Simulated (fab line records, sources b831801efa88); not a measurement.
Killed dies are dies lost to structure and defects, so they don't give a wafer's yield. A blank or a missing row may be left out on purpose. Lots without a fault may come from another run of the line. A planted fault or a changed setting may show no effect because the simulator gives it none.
Chamber matching | flow gf180mcu | GF_STI_CMP_25 on cmp-01: 4 sister chambers
The step polishes, stops on Si3N4, t overpolish 33 s, target thk 524.6 nm. 14 wafers are shown with their chamber, then 7 later ones without.

WAFERS WITH THEIR CHAMBER
wafer  | chamber | motor_current_A (A) | time_to_endpoint_s (s) | head_pressure_psi (psi)
L330.2 | 2       | 12.0                | 124                    | 4.001
L330.3 | 0       | 10.3                | 125                    | 4.002
L330.4 | 1       | 12.1                | 127                    | 3.997
L332.3 | 2       | 11.5                | 123                    | 4.000
L332.4 | 0       | 10.1                | 122                    | 4.002
L332.6 | 3       | 12.8                | 129                    | 4.000
L334.2 | 1       | 12.3                | 126                    | 3.997
L334.5 | 1       | 12.4                | 123                    | 3.987
L334.6 | 2       | 12.2                | 122                    | 4.001
L335.3 | 1       | 12.7                | 125                    | 3.998
L335.4 | 2       | 12.4                | 121                    | 4.001
L335.5 | 1       | 12.9                | 125                    | 4.007
L336.3 | 0       | 10.7                | 121                    | 4.005
L336.5 | 3       | 13.2                | 124                    | 4.006

SIGNATURES (means of the wafers above)
reading            | chamber 0 | chamber 1 | chamber 2 | chamber 3 | scatter within a chamber
motor_current_A    | 10.367    | 12.480    | 12.025    | 13.000    | 0.335
time_to_endpoint_s | 122.67    | 125.20    | 122.50    | 126.50    | 1.87
head_pressure_psi  | 4.00300   | 3.99720   | 4.00075   | 4.00300   | 0.00475
Rule: a wafer's distance from a chamber is the root of the sum, over the readings, of the square of ((its reading less the chamber's mean) divided by the reading's scatter). The wafer belongs to the nearest chamber; if the next one is less than 2 further off, it can't be placed. The scatter: the root of (the sum of the squares of (reading less its chamber's mean) over the shown wafers, divided by (wafers less chambers)).

WAFERS WITHOUT THEIR CHAMBER
wafer  | motor_current_A (A) | time_to_endpoint_s (s) | head_pressure_psi (psi)
L336.6 | 11.8                | 123                    | 4.010
L347.3 | 10.5                | 120                    | 4.001
L347.4 | 11.8                | 122                    | 4.005
L347.6 | 12.1                | 120                    | 3.986
L352.1 | 13.7                | 114                    | 3.989
L352.4 | 12.4                | 116                    | 3.990
L352.5 | 11.8                | 115                    | 4.010

WHICH CHAMBER EACH WENT THROUGH
wafer  | from the rows above          | in truth
L336.6 | can't be placed: 2 or 1      | 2
L347.3 | 0                            | 0
L347.4 | can't be placed: 2 or 1      | 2
L347.6 | can't be placed: 2 or 1      | 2
L352.1 | can't be placed: 2 or 1 or 3 | 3
L352.4 | can't be placed: 2 or 1      | 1
L352.5 | can't be placed: 2 or 0 or 1 | 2
Placed correctly: 1 of 7. Can't be placed from these rows: 6 (the true chamber is among the candidates in 6). Placed wrongly: 0.
